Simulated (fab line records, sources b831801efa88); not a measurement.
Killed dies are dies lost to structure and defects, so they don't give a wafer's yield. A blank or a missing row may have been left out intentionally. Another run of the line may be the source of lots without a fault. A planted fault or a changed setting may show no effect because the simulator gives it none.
One fault through the eyes of 2 desks + flow sky130 + each desk has only its own numbers; what lay behind them comes last

== THE TOOL OWNER'S DESK: cmp-01 ==
The tool's own readings at SKY_CONTACT_CMP_04 (polishes SiO2): means of the sampled wafers that have a number, for each lot that ran on this tool. Marked OUT: a lot whose mean sits more than 4 standard deviations from the usual mean, which makes it out of limits; the brackets give that distance.
Columns: A = headPressurePsi at SKY_CONTACT_CMP_04, usual 4.001 psi; B = motorCurrentA at SKY_CONTACT_CMP_04, usual 12.1 A; C = retainingRingPressureFrac at SKY_CONTACT_CMP_04, usual 1.000; D = timeToEndpointS at SKY_CONTACT_CMP_04, usual 85 s
| lot  | first seen here | A                       | B    | C     | D              |
|------|-----------------|-------------------------|------|-------|----------------|
| L784 | day 30 23:54    | 4.005                   | 10.9 | 1.004 | 84             |
| L789 | day 32 12:15    | 3.070 (-99 or more) OUT | 10.6 | 1.000 | 110 (+7.3) OUT |
| L791 | day 33 02:02    | 3.077 (-99 or more) OUT | 10.7 | 1.001 | 106 (+6.3) OUT |
| L792 | day 33 13:11    | 3.074 (-99 or more) OUT | 9.6  | 1.003 | 109 (+7.2) OUT |
| L800 | day 36 02:28    | 3.995                   | 11.6 | 0.999 | 83             |
| L801 | day 36 10:20    | 4.008                   | 11.6 | 0.998 | 84             |
| L802 | day 36 12:41    | 4.001                   | 12.3 | 0.998 | 81             |
| L803 | day 37 02:11    | 4.004                   | 11.7 | 1.002 | 84             |
| L804 | day 37 07:07    | 4.003                   | 12.4 | 0.996 | 85             |
| L805 | day 37 07:48    | 4.004                   | 12.3 | 1.006 | 82             |
This desk's verdict: out of limits on L789, L791, L792, starting with L789 at day 32 12:15 (headPressurePsi at SKY_CONTACT_CMP_04). In limits: L784, L800, L801, L802, L803, L804, L805.

== METROLOGY DESK ==
Means of the sampled wafers that have a number, per lot and without regard to the tool the lot ran on: this is what the gauges read. Marked OUT: a lot whose mean sits more than 4 standard deviations from the usual mean, which makes it out of limits; the brackets give that distance.
Columns: A = POLY_GATE_CVD_03_THK at SKY_POLY_GATE_THK_MEAS_04, usual 75.1 nm; B = LDD_LDN_TW at SKY_LDD_LDN_TW_MEAS_13, usual 1474
| lot  | first seen here | A    | B    |
|------|-----------------|------|------|
| L784 | day 15 21:05    | 74.7 | 1463 |
| L788 | day 17 01:09    | 74.9 | 1483 |
| L789 | day 17 07:40    | 76.0 | 1484 |
| L791 | day 18 00:28    | 75.9 | 1480 |
| L792 | day 18 16:19    | 75.3 | 1487 |
| L795 | day 19 13:34    | 74.8 | 1479 |
| L796 | day 20 00:12    | 75.2 | 1480 |
| L800 | day 21 11:23    | 75.0 | 1486 |
| L801 | day 21 21:17    | 74.7 | 1470 |
| L802 | day 21 23:47    | 74.3 | 1459 |
| L803 | day 22 09:01    | 74.5 | 1468 |
| L804 | day 22 21:44    | 75.3 | 1465 |
| L805 | day 22 23:57    | 75.8 | 1467 |
This desk found nothing out of limits on any of the 13 lots.

== BROUGHT TOGETHER ==
At day 32 12:15, on L789, L791, L792, the tool owner's desk was in a position to raise an alarm.
The metrology desk saw nothing out of limits.
The metrology desk has L789, L791, L792 on record, within its limits.
Every lot named ran SKY_CONTACT_CMP_04 on cmp-01.

== WHAT THE SIMULATOR HAD INSERTED ==
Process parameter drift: cmp-01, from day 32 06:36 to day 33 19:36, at SKY_CONTACT_CMP_04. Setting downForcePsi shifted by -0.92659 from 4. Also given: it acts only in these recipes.
Struck lots among those shown: L789, L791, L792.
Delay in hours, fault start to first out-of-limits reading, by desk: the tool owner's desk at 6.
